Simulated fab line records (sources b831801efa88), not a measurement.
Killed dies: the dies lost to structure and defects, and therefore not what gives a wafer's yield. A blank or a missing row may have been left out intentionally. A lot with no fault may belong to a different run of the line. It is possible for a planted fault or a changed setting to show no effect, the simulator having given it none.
Which tool was responsible? -- flow sky130 -- Sampling: 13 lots, 39 wafers, 5 of 708 route steps

== WHAT THE GAUGES READ, wafer by wafer ==
SKY_CONTACT_THK_MEAS_01.
lot,measured,on,CONTACT_CVD_00_THK (nm)
L552,day 31 05:54,film_metro-02,73.8 75.4 76.0
L554,day 32 00:27,film_metro-01,74.6 73.5 75.7
L551,day 32 00:49,film_metro-02,74.7 74.1 76.1
L555,day 32 02:46,film_metro-02,75.0 72.9 74.7
L556,day 32 05:24,film_metro-02,74.9 75.8 77.1
L557,day 32 11:38,film_metro-03,75.1 73.1 74.0
L565,day 35 16:49,film_metro-03,73.7 74.2 74.5
L567,day 36 04:52,film_metro-03,74.0 74.4 75.0
L569,day 36 13:10,film_metro-03,73.4 75.0 75.5
L568,day 36 18:27,film_metro-01,74.0 73.8 75.3
L570,day 36 22:24,film_metro-02,76.1 73.1 77.5
L573,day 37 21:53,film_metro-02,74.4 73.7 75.6
L574,day 38 03:31,film_metro-03,75.2 73.4 75.4

SKY_METAL1_CD_MEAS_15 targets a cd of 140 nm.
lot,measured,on,cd_nm (nm)
L552,day 33 14:56,cd_sem-01,142.0 142.1 142.5
L554,day 34 08:58,cd_sem-01,139.7 139.7 138.5
L551,day 34 09:09,cd_sem-02,140.2 140.9 140.4
L555,day 34 10:43,cd_sem-02,142.3 140.5 141.0
L556,day 34 13:53,cd_sem-02,141.3 139.8 140.3
L557,day 34 18:46,cd_sem-01,138.9 138.4 138.7
L565,day 37 23:59,cd_sem-02,142.2 142.9 140.7
L567,day 38 11:04,cd_sem-01,140.0 138.4 137.8
L569,day 38 18:52,cd_sem-02,140.6 141.8 142.7
L568,day 38 22:37,cd_sem-01,138.6 140.1 138.9
L570,day 39 03:51,cd_sem-02,137.3 137.8 138.7
L573,day 40 02:07,cd_sem-02,138.5 141.0 139.1
L574,day 40 06:39,cd_sem-01,141.5 141.3 140.4

SKY_METAL1_OVL_MEAS_16.
lot,measured,on,METAL1_OVL (nm)
L552,day 33 15:02,overlay-02,5 -4 -2
L554,day 34 09:04,overlay-02,-5 -2 3
L551,day 34 09:14,overlay-01,-10 -21 -11
L555,day 34 10:50,overlay-01,-3 1 3
L556,day 34 13:59,overlay-01,-4 0 0
L557,day 34 18:53,overlay-01,-4 -7 -15
L565,day 38 00:07,overlay-02,-4 -8 -4
L567,day 38 11:11,overlay-01,-7 -9 -7
L569,day 38 18:59,overlay-02,3 6 1
L568,day 38 22:44,overlay-02,-7 -2 -4
L570,day 39 03:58,overlay-02,0 -3 -4
L573,day 40 02:14,overlay-02,-13 -16 -6
L574,day 40 06:46,overlay-02,-11 0 -4

== WHAT TOOL EACH LOT RAN ON (gives the tool, then ch and the chambers of the sampled wafers, and finally the start) ==
lot,SKY_LOCAL_INTERCONNECT_COAT_06,SKY_LOCAL_INTERCONNECT_STRIP_15
L552,"litho_track-03 ch 0, day 30 14:00","plasma_asher-04 ch 0,1, day 31 05:11"
L554,"litho_track-02 ch 0, day 31 08:00","plasma_asher-02 ch 0,1, day 31 23:49"
L551,"litho_track-02 ch 0, day 31 09:00","plasma_asher-01 ch 0,1, day 32 00:13"
L555,"litho_track-02 ch 0, day 31 11:00","plasma_asher-01 ch 0, day 32 02:08"
L556,"litho_track-02 ch 0, day 31 14:00","plasma_asher-02 ch 0,1, day 32 04:46"
L557,"litho_track-03 ch 0, day 31 20:00","plasma_asher-02 ch 0,1, day 32 11:00"
L565,"litho_track-03 ch 0, day 35 02:00","plasma_asher-04 ch 0,1, day 35 16:11"
L567,"litho_track-03 ch 0, day 35 15:00","plasma_asher-02 ch 0,1, day 36 04:14"
L569,"litho_track-02 ch 0, day 35 23:00","plasma_asher-02 ch 0,1, day 36 12:32"
L568,"litho_track-02 ch 0, day 36 03:00","plasma_asher-04 ch 0,1, day 36 17:50"
L570,"litho_track-02 ch 0, day 36 08:00","plasma_asher-04 ch 0,1, day 36 21:44"
L573,"litho_track-01 ch 0, day 37 07:00","plasma_asher-01 ch 0,1, day 37 21:16"
L574,"litho_track-02 ch 0, day 37 12:00","plasma_asher-02 ch 0,1, day 38 02:53"
- SKY_LOCAL_INTERCONNECT_COAT_06: resist thk 450 nm.
- SKY_LOCAL_INTERCONNECT_STRIP_15: strips in O2/N2.

== AS READ BY THE TOOLS THEMSELVES (means over the sampled wafers that have a number; for cases with no such wafer, the mark the record gives instead) ==
SKY_LOCAL_INTERCONNECT_COAT_06.
lot,tool,spin_speed_rpm (rpm)
L552,litho_track-03,3000.8
L554,litho_track-02,2999.8
L551,litho_track-02,2999.8
L555,litho_track-02,3001.0
L556,litho_track-02,3001.4
L557,litho_track-03,3000.4
L565,litho_track-03,2934.5
L567,litho_track-03,2931.6
L569,litho_track-02,2998.1
L568,litho_track-02,3000.8
L570,litho_track-02,3000.3
L573,litho_track-01,3001.3
L574,litho_track-02,3000.0

SKY_LOCAL_INTERCONNECT_STRIP_15.
lot,tool,drypump_motor_current_A (A),n2_flow_sccm (sccm),oes_product_au (a.u.),strip_time_to_endpoint_s (s)
L552,plasma_asher-04,5.5,299.6,0.429,4.696
L554,plasma_asher-02,5.8,300.2,0.428,4.693
L551,plasma_asher-01,5.5,300.5,0.425,4.691
L555,plasma_asher-01,4.9,300.3,0.424,4.695
L556,plasma_asher-02,5.6,299.9,0.425,4.715
L557,plasma_asher-02,5.8,300.8,0.423,4.724
L565,plasma_asher-04,5.3,300.1,0.429,4.759
L567,plasma_asher-02,5.9,299.8,0.434,4.786
L569,plasma_asher-02,5.6,299.8,0.426,4.701
L568,plasma_asher-04,5.3,299.8,0.427,4.697
L570,plasma_asher-04,5.5,300.4,0.425,4.707
L573,plasma_asher-01,5.2,300.3,0.424,4.718
L574,plasma_asher-02,5.8,299.8,0.428,4.710

== THE ANSWER, worked out from the rows above alone ==
Rule: the lots themselves supply what counts as usual. Put in order of their means at a reading, lots are off if they are a third of the lots or fewer, leave a main group of 4 or more, and stand apart from it by a gap of 3 or more times the standard deviation of the main group's means; of several such gaps the widest counts. A main group is skipped when, at the precision printed for the reading in the tables above, its means are all equal. Also off: a lot with no number at a reading for which 4 or more lots have one. All remaining lots with rows at the step are treated as sound. After the gauges, taken in route order, come the tools' own readings; for these a lot's mean is taken, as printed above. At the first step where some lot is off, the reading lying furthest off is the one used; lots without a number count as furthest.
Off: L565, L567, at SKY_LOCAL_INTERCONNECT_COAT_06 (spin_speed_rpm). The main group has a mean of 3000.3 rpm with a standard deviation of 0.89.
A tool fits if, at that step or a process step before it, it ran every lot that is off, and no sound lot after the first of them. One candidate fits, namely litho_track-03 at SKY_LOCAL_INTERCONNECT_COAT_06. A fault onset in the window from L557 (day 31 20:00, its last sound lot) to L565 (day 35 02:00, its first lot off) fits.
On the lots that are off, the tool's own readings at SKY_LOCAL_INTERCONNECT_COAT_06 differ by more than 5 times the standard deviation of the sound lots' means, which bears it out; spin_speed_rpm reads 2933.1 rpm there versus 3000.3 rpm on the sound lots.

== WHAT WAS PUT IN BY THE SIMULATOR ==
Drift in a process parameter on litho_track-03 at SKY_LOCAL_INTERCONNECT_COAT_06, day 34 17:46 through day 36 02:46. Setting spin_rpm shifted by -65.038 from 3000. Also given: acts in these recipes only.
Shown lots that were struck: L565, L567. The rule above reached the same finding.
